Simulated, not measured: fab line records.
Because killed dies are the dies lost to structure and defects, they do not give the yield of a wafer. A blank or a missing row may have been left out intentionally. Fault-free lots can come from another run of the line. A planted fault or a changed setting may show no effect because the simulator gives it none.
Which of the tools did it? || flow gf180mcu || 13 lots, 39 wafers sampled, at 5 steps of a route of 602

WHAT EACH GAUGE READ, for each wafer
GF_SALICIDE_THK_MEAS_05: measures by xrf. Usual: SALICIDE_TIN_THK gives 20.18 nm (standard deviation 0.28).
{"lot": "L250", "measured": "day 15 03:44", "on": "film-metro-03", "SALICIDE_TIN_THK (nm)": "20.16 20.25 20.18", "flag": ""}
{"lot": "L252", "measured": "day 16 01:42", "on": "film-metro-02", "SALICIDE_TIN_THK (nm)": "19.47 19.72 19.76", "flag": ""}
{"lot": "L253", "measured": "day 16 10:42", "on": "film-metro-04", "SALICIDE_TIN_THK (nm)": "20.00 19.89 19.97", "flag": ""}
{"lot": "L255", "measured": "day 16 23:08", "on": "film-metro-02", "SALICIDE_TIN_THK (nm)": "20.36 20.36 20.50", "flag": ""}
{"lot": "L254", "measured": "day 16 23:52", "on": "film-metro-03", "SALICIDE_TIN_THK (nm)": "20.77 20.53 20.64", "flag": ""}
{"lot": "L259", "measured": "day 18 07:13", "on": "film-metro-03", "SALICIDE_TIN_THK (nm)": "19.86 19.83 19.83", "flag": ""}
{"lot": "L260", "measured": "day 18 20:23", "on": "film-metro-04", "SALICIDE_TIN_THK (nm)": "20.05 20.28 20.12", "flag": ""}
{"lot": "L263", "measured": "day 19 23:20", "on": "film-metro-03", "SALICIDE_TIN_THK (nm)": "20.53 20.47 20.27", "flag": ""}
{"lot": "L266", "measured": "day 20 21:50", "on": "film-metro-02", "SALICIDE_TIN_THK (nm)": "19.92 20.07 20.28", "flag": ""}
{"lot": "L267", "measured": "day 21 10:34", "on": "film-metro-02", "SALICIDE_TIN_THK (nm)": "20.31 20.19 20.38", "flag": ""}
{"lot": "L271", "measured": "day 22 13:51", "on": "film-metro-02", "SALICIDE_TIN_THK (nm)": "20.04 20.16 20.16", "flag": ""}
{"lot": "L272", "measured": "day 23 05:44", "on": "film-metro-02", "SALICIDE_TIN_THK (nm)": "20.10 19.94 20.11", "flag": ""}
{"lot": "L273", "measured": "day 23 12:53", "on": "film-metro-03", "SALICIDE_TIN_THK (nm)": "20.40 20.34 20.33", "flag": ""}

GF_CONTACT_RS_MEAS_25: a four-point-probe measurement. Usual: CONTACT_W_RS gives 0.385 ohm/sq (standard deviation 0.0054).
{"lot": "L250", "measured": "day 16 03:13", "on": "film-metro-03", "CONTACT_W_RS (ohm/sq)": "0.383 0.388 0.387", "flag": ""}
{"lot": "L252", "measured": "day 17 00:59", "on": "film-metro-01", "CONTACT_W_RS (ohm/sq)": "0.380 0.385 0.377", "flag": ""}
{"lot": "L253", "measured": "day 17 11:15", "on": "film-metro-04", "CONTACT_W_RS (ohm/sq)": "0.389 0.382 0.386", "flag": ""}
{"lot": "L255", "measured": "day 17 23:37", "on": "film-metro-04", "CONTACT_W_RS (ohm/sq)": "0.393 0.389 0.395", "flag": ""}
{"lot": "L254", "measured": "day 18 01:04", "on": "film-metro-03", "CONTACT_W_RS (ohm/sq)": "0.379 0.377 0.385", "flag": ""}
{"lot": "L259", "measured": "day 19 09:10", "on": "film-metro-04", "CONTACT_W_RS (ohm/sq)": "0.378 0.379 0.383", "flag": ""}
{"lot": "L260", "measured": "day 19 23:00", "on": "film-metro-04", "CONTACT_W_RS (ohm/sq)": "0.387 0.397 0.391", "flag": ""}
{"lot": "L263", "measured": "day 21 01:34", "on": "film-metro-01", "CONTACT_W_RS (ohm/sq)": "0.387 0.385 0.383", "flag": ""}
{"lot": "L266", "measured": "day 21 23:01", "on": "film-metro-04", "CONTACT_W_RS (ohm/sq)": "0.382 0.380 0.379", "flag": ""}
{"lot": "L267", "measured": "day 22 11:46", "on": "film-metro-01", "CONTACT_W_RS (ohm/sq)": "0.378 0.376 0.381", "flag": ""}
{"lot": "L271", "measured": "day 23 14:28", "on": "film-metro-04", "CONTACT_W_RS (ohm/sq)": "0.384 0.376 0.379", "flag": ""}
{"lot": "L272", "measured": "day 24 05:59", "on": "film-metro-01", "CONTACT_W_RS (ohm/sq)": "0.387 0.385 0.387", "flag": ""}
{"lot": "L273", "measured": "day 24 13:11", "on": "film-metro-01", "CONTACT_W_RS (ohm/sq)": "0.394 0.385 0.391", "flag": ""}

WHICH TOOL RAN EACH LOT (tool, then ch and the chambers of the sampled wafers, then the start)
{"lot": "L250", "GF_HV_LDD_COAT_26": "litho-track-01 ch 0, day 11 03:47", "GF_HV_LDD_STRIP_37": "plasma-asher-04 ch 0,1, day 11 13:59", "GF_CONTACT_ETCH_17": "rie-diel-01 ch 0,2, day 16 03:13 or earlier"}
{"lot": "L252", "GF_HV_LDD_COAT_26": "litho-track-02 ch 0, day 11 23:17", "GF_HV_LDD_STRIP_37": "plasma-asher-03 ch 0,1, day 12 10:02", "GF_CONTACT_ETCH_17": "rie-diel-04 ch 0,2,3, day 17 00:59 or earlier"}
{"lot": "L253", "GF_HV_LDD_COAT_26": "litho-track-02 ch 0, day 12 06:53", "GF_HV_LDD_STRIP_37": "plasma-asher-03 ch 0,1, day 12 17:41", "GF_CONTACT_ETCH_17": "rie-diel-01 ch 0,3, day 17 11:15 or earlier"}
{"lot": "L255", "GF_HV_LDD_COAT_26": "litho-track-04 ch 0, day 12 17:33", "GF_HV_LDD_STRIP_37": "plasma-asher-03 ch 0,1, day 13 04:14", "GF_CONTACT_ETCH_17": "rie-diel-03 ch 0,3, day 17 23:37 or earlier"}
{"lot": "L254", "GF_HV_LDD_COAT_26": "litho-track-02 ch 0, day 12 18:10", "GF_HV_LDD_STRIP_37": "plasma-asher-03 ch 0, day 13 05:10", "GF_CONTACT_ETCH_17": "rie-diel-01 ch 0,2,3, day 18 01:04 or earlier"}
{"lot": "L259", "GF_HV_LDD_COAT_26": "litho-track-01 ch 0, day 13 21:42", "GF_HV_LDD_STRIP_37": "plasma-asher-04 ch 0,1, day 14 08:53", "GF_CONTACT_ETCH_17": "rie-diel-04 ch 0,2, day 19 09:10 or earlier"}
{"lot": "L260", "GF_HV_LDD_COAT_26": "litho-track-01 ch 0, day 14 09:32", "GF_HV_LDD_STRIP_37": "plasma-asher-04 ch 0,1, day 14 20:55", "GF_CONTACT_ETCH_17": "rie-diel-04 ch 0,3, day 19 23:00 or earlier"}
{"lot": "L263", "GF_HV_LDD_COAT_26": "litho-track-01 ch 0, day 15 08:03", "GF_HV_LDD_STRIP_37": "plasma-asher-04 ch 0,1, day 15 19:26", "GF_CONTACT_ETCH_17": "rie-diel-04 ch 0,1, day 21 01:34 or earlier"}
{"lot": "L266", "GF_HV_LDD_COAT_26": "litho-track-04 ch 0, day 16 05:50", "GF_HV_LDD_STRIP_37": "plasma-asher-03 ch 0,1, day 16 17:41", "GF_CONTACT_ETCH_17": "rie-diel-01 ch 1,2, day 21 23:01 or earlier"}
{"lot": "L267", "GF_HV_LDD_COAT_26": "litho-track-02 ch 0, day 16 18:01", "GF_HV_LDD_STRIP_37": "plasma-asher-03 ch 0,1, day 17 06:02", "GF_CONTACT_ETCH_17": "rie-diel-03 ch 0,1,2, day 22 11:46 or earlier"}
{"lot": "L271", "GF_HV_LDD_COAT_26": "litho-track-02 ch 0, day 17 18:56", "GF_HV_LDD_STRIP_37": "plasma-asher-02 ch 0,1, day 18 07:22", "GF_CONTACT_ETCH_17": "rie-diel-01 ch 0,1,2, day 23 14:28 or earlier"}
{"lot": "L272", "GF_HV_LDD_COAT_26": "litho-track-04 ch 0, day 18 12:24", "GF_HV_LDD_STRIP_37": "plasma-asher-02 ch 0,1, day 19 01:38", "GF_CONTACT_ETCH_17": "rie-diel-01 ch 0,3, day 24 05:59 or earlier"}
{"lot": "L273", "GF_HV_LDD_COAT_26": "litho-track-02 ch 0, day 18 21:07", "GF_HV_LDD_STRIP_37": "plasma-asher-03 ch 0,1, day 19 10:16", "GF_CONTACT_ETCH_17": "rie-diel-03 ch 0,3, day 24 13:11 or earlier"}
- GF_HV_LDD_COAT_26: resist thk 1000 nm.
- GF_HV_LDD_STRIP_37: strips in O2/N2.
- GF_CONTACT_ETCH_17: etches SiO2 in C4F8/O2/Ar, stops on CoSi2, target depth 860 nm.

WHAT THE TOOLS THEMSELVES READ (means of the sampled wafers that have a number; where no wafer has one, the mark that the record gives instead)
GF_HV_LDD_COAT_26. Usual: spin-speed-rpm at 3000.0 rpm, with a standard deviation of 1.9.
{"lot": "L250", "tool": "litho-track-01", "spin-speed-rpm (rpm)": 3000.3, "flag": ""}
{"lot": "L252", "tool": "litho-track-02", "spin-speed-rpm (rpm)": 3001.1, "flag": ""}
{"lot": "L253", "tool": "litho-track-02", "spin-speed-rpm (rpm)": 3000.6, "flag": ""}
{"lot": "L255", "tool": "litho-track-04", "spin-speed-rpm (rpm)": 2997.1, "flag": ""}
{"lot": "L254", "tool": "litho-track-02", "spin-speed-rpm (rpm)": 2999.6, "flag": ""}
{"lot": "L259", "tool": "litho-track-01", "spin-speed-rpm (rpm)": 3000.4, "flag": ""}
{"lot": "L260", "tool": "litho-track-01", "spin-speed-rpm (rpm)": 2891.8, "flag": "OFF"}
{"lot": "L263", "tool": "litho-track-01", "spin-speed-rpm (rpm)": 2891.7, "flag": "OFF"}
{"lot": "L266", "tool": "litho-track-04", "spin-speed-rpm (rpm)": 3000.8, "flag": ""}
{"lot": "L267", "tool": "litho-track-02", "spin-speed-rpm (rpm)": 2999.9, "flag": ""}
{"lot": "L271", "tool": "litho-track-02", "spin-speed-rpm (rpm)": 2999.3, "flag": ""}
{"lot": "L272", "tool": "litho-track-04", "spin-speed-rpm (rpm)": 3000.2, "flag": ""}
{"lot": "L273", "tool": "litho-track-02", "spin-speed-rpm (rpm)": 3001.7, "flag": ""}

GF_HV_LDD_STRIP_37. Usual: drypump-motor-current-A 5.8 A, standard deviation 0.51; heater-power-w 314 W, standard deviation 22; oes-product-au 0.716 a.u., standard deviation 0.0046; strip-time-to-endpoint-s 12.623 s, standard deviation 0.029.
{"lot": "L250", "tool": "plasma-asher-04", "drypump-motor-current-A (A)": 5.5, "heater-power-w (W)": 347, "oes-product-au (a.u.)": 0.721, "strip-time-to-endpoint-s (s)": 12.639, "flag": ""}
{"lot": "L252", "tool": "plasma-asher-03", "drypump-motor-current-A (A)": 5.5, "heater-power-w (W)": 312, "oes-product-au (a.u.)": 0.718, "strip-time-to-endpoint-s (s)": 12.636, "flag": ""}
{"lot": "L253", "tool": "plasma-asher-03", "drypump-motor-current-A (A)": 5.9, "heater-power-w (W)": 321, "oes-product-au (a.u.)": 0.715, "strip-time-to-endpoint-s (s)": 12.627, "flag": ""}
{"lot": "L255", "tool": "plasma-asher-03", "drypump-motor-current-A (A)": 5.8, "heater-power-w (W)": 315, "oes-product-au (a.u.)": 0.716, "strip-time-to-endpoint-s (s)": 12.671, "flag": ""}
{"lot": "L254", "tool": "plasma-asher-03", "drypump-motor-current-A (A)": 5.1, "heater-power-w (W)": 301, "oes-product-au (a.u.)": 0.719, "strip-time-to-endpoint-s (s)": 12.649, "flag": ""}
{"lot": "L259", "tool": "plasma-asher-04", "drypump-motor-current-A (A)": 5.6, "heater-power-w (W)": 334, "oes-product-au (a.u.)": 0.715, "strip-time-to-endpoint-s (s)": 12.611, "flag": ""}
{"lot": "L260", "tool": "plasma-asher-04", "drypump-motor-current-A (A)": 5.6, "heater-power-w (W)": 336, "oes-product-au (a.u.)": 0.717, "strip-time-to-endpoint-s (s)": 12.812, "flag": "OFF"}
{"lot": "L263", "tool": "plasma-asher-04", "drypump-motor-current-A (A)": 5.6, "heater-power-w (W)": 343, "oes-product-au (a.u.)": 0.716, "strip-time-to-endpoint-s (s)": 12.802, "flag": "OFF"}
{"lot": "L266", "tool": "plasma-asher-03", "drypump-motor-current-A (A)": 5.5, "heater-power-w (W)": 309, "oes-product-au (a.u.)": 0.712, "strip-time-to-endpoint-s (s)": 12.635, "flag": ""}
{"lot": "L267", "tool": "plasma-asher-03", "drypump-motor-current-A (A)": 5.9, "heater-power-w (W)": 314, "oes-product-au (a.u.)": 0.715, "strip-time-to-endpoint-s (s)": 12.658, "flag": ""}
{"lot": "L271", "tool": "plasma-asher-02", "drypump-motor-current-A (A)": 6.3, "heater-power-w (W)": 301, "oes-product-au (a.u.)": 0.720, "strip-time-to-endpoint-s (s)": 12.631, "flag": ""}
{"lot": "L272", "tool": "plasma-asher-02", "drypump-motor-current-A (A)": 6.3, "heater-power-w (W)": 300, "oes-product-au (a.u.)": 0.716, "strip-time-to-endpoint-s (s)": 12.626, "flag": ""}
{"lot": "L273", "tool": "plasma-asher-03", "drypump-motor-current-A (A)": 5.5, "heater-power-w (W)": 311, "oes-product-au (a.u.)": 0.716, "strip-time-to-endpoint-s (s)": 12.582, "flag": ""}

GF_CONTACT_ETCH_17. Usual: bias-w 1200 W, standard deviation 3.3; oes-product-au 0.814 a.u., standard deviation 0.0049.
{"lot": "L250", "tool": "rie-diel-01", "bias-w (W)": 1203, "oes-product-au (a.u.)": 0.816, "flag": ""}
{"lot": "L252", "tool": "rie-diel-04", "bias-w (W)": 1200, "oes-product-au (a.u.)": 0.809, "flag": ""}
{"lot": "L253", "tool": "rie-diel-01", "bias-w (W)": 1204, "oes-product-au (a.u.)": 0.816, "flag": ""}
{"lot": "L255", "tool": "rie-diel-03", "bias-w (W)": 1197, "oes-product-au (a.u.)": 0.815, "flag": ""}
{"lot": "L254", "tool": "rie-diel-01", "bias-w (W)": 1202, "oes-product-au (a.u.)": 0.813, "flag": ""}
{"lot": "L259", "tool": "rie-diel-04", "bias-w (W)": 1198, "oes-product-au (a.u.)": 0.811, "flag": ""}
{"lot": "L260", "tool": "rie-diel-04", "bias-w (W)": 1195, "oes-product-au (a.u.)": 0.815, "flag": ""}
{"lot": "L263", "tool": "rie-diel-04", "bias-w (W)": 1200, "oes-product-au (a.u.)": 0.813, "flag": ""}
{"lot": "L266", "tool": "rie-diel-01", "bias-w (W)": 1199, "oes-product-au (a.u.)": 0.809, "flag": ""}
{"lot": "L267", "tool": "rie-diel-03", "bias-w (W)": 1203, "oes-product-au (a.u.)": 0.819, "flag": ""}
{"lot": "L271", "tool": "rie-diel-01", "bias-w (W)": 1197, "oes-product-au (a.u.)": 0.812, "flag": ""}
{"lot": "L272", "tool": "rie-diel-01", "bias-w (W)": 1199, "oes-product-au (a.u.)": 0.816, "flag": ""}
{"lot": "L273", "tool": "rie-diel-03", "bias-w (W)": 1199, "oes-product-au (a.u.)": 0.811, "flag": ""}

THE ANSWER, worked out from the rows above alone
Rule: lot off if the mean of its wafers having a number is beyond 3 standard deviations from the usual mean. Also off: a lot with no number at a reading for which 4 or more lots have one. The other lots that the step has rows for count as sound. Order of review: gauges by route order, followed by the tools' own readings, for which a lot's mean as printed above is used. The first step at which some lot is off is used, and at that step the reading that is off furthest; a lot without a number counts as furthest.
Off, at GF_HV_LDD_COAT_26 on spin-speed-rpm: L260, L263.
A tool fits if, at that step or a process step before it, it ran every lot that is off, and no sound lot after the first of them. One candidate fits, namely litho-track-01 at GF_HV_LDD_COAT_26. A fault onset in the window from L259 (day 13 21:42, its last sound lot) to L260 (day 14 09:32, its first lot off) fits.
On the lots that are off, the tool's own readings at GF_HV_LDD_COAT_26 differ by more than 5 times the standard deviation of the sound lots' means, which bears it out; spin-speed-rpm reads 2891.8 rpm there versus 3000.1 rpm on the sound lots.

WHAT THE SIMULATOR HAD PUT IN
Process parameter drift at GF_HV_LDD_COAT_26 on litho-track-01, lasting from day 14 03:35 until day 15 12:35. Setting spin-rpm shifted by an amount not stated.
Lots struck among those shown: L260, L263. The rule above found the same.
